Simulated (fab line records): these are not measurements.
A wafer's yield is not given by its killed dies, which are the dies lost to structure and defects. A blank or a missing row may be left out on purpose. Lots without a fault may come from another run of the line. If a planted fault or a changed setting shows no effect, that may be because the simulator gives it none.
Which of the tools did it? || flow gf180mcu || 12 lots, 36 wafers sampled, at 1 step of a route of 602

## WHAT THE GAUGES READ, wafer by wafer
GF_MVPSD_OVL_MEAS_07.
{"lot": "L075", "measured": "day 5 06:38", "on": "overlay-01", "MVPSD_OVL (nm)": "-0.6 -0.4 0.1"}
{"lot": "L077", "measured": "day 5 19:23", "on": "overlay-02", "MVPSD_OVL (nm)": "-2.1 -2.1 -1.0"}
{"lot": "L079", "measured": "day 6 06:50", "on": "overlay-01", "MVPSD_OVL (nm)": "1.1 0.2 0.7"}
{"lot": "L081", "measured": "day 6 19:14", "on": "overlay-02", "MVPSD_OVL (nm)": "-3.0 -0.7 -2.3"}
{"lot": "L083", "measured": "day 7 06:44", "on": "overlay-01", "MVPSD_OVL (nm)": "0.1 -0.6 0.2"}
{"lot": "L085", "measured": "day 7 18:59", "on": "overlay-02", "MVPSD_OVL (nm)": "-0.6 -0.8 0.1"}
{"lot": "L087", "measured": "day 8 05:44", "on": "overlay-02", "MVPSD_OVL (nm)": "-2.3 -2.9 -2.4"}
{"lot": "L089", "measured": "day 8 17:20", "on": "overlay-01", "MVPSD_OVL (nm)": "-0.7 -1.1 1.6"}
{"lot": "L091", "measured": "day 9 05:47", "on": "overlay-01", "MVPSD_OVL (nm)": "0.6 0.6 -1.1"}
{"lot": "L093", "measured": "day 9 19:14", "on": "overlay-01", "MVPSD_OVL (nm)": "2.3 1.5 2.2"}
{"lot": "L095", "measured": "day 10 06:46", "on": "overlay-01", "MVPSD_OVL (nm)": "-0.7 -0.5 -0.6"}
{"lot": "L097", "measured": "day 10 23:50", "on": "overlay-02", "MVPSD_OVL (nm)": "-2.6 -1.2 0.0"}

## WHICH TOOL RAN EACH LOT (tool, then ch and the chambers of the sampled wafers, then the start)
The record holds no process step before these readings.

## THE ANSWER, worked out from the rows above alone
Rule: usual is defined by the lots themselves. Put in order of their means at a reading, lots are off if they are a third of the lots or fewer, leave a main group of 4 or more, and stand apart from it by a gap of 3 or more times the standard deviation of the main group's means; of several such gaps the widest counts. A main group whose means are all the same, to the digits that the tables above print for the reading, isn't used. A lot without any number at a reading at which 4 lots or more have one is off too. All remaining lots with rows at the step are treated as sound.
No lot is off at any reading shown: from this, nothing can be told.

## WHAT THE SIMULATOR PUT IN
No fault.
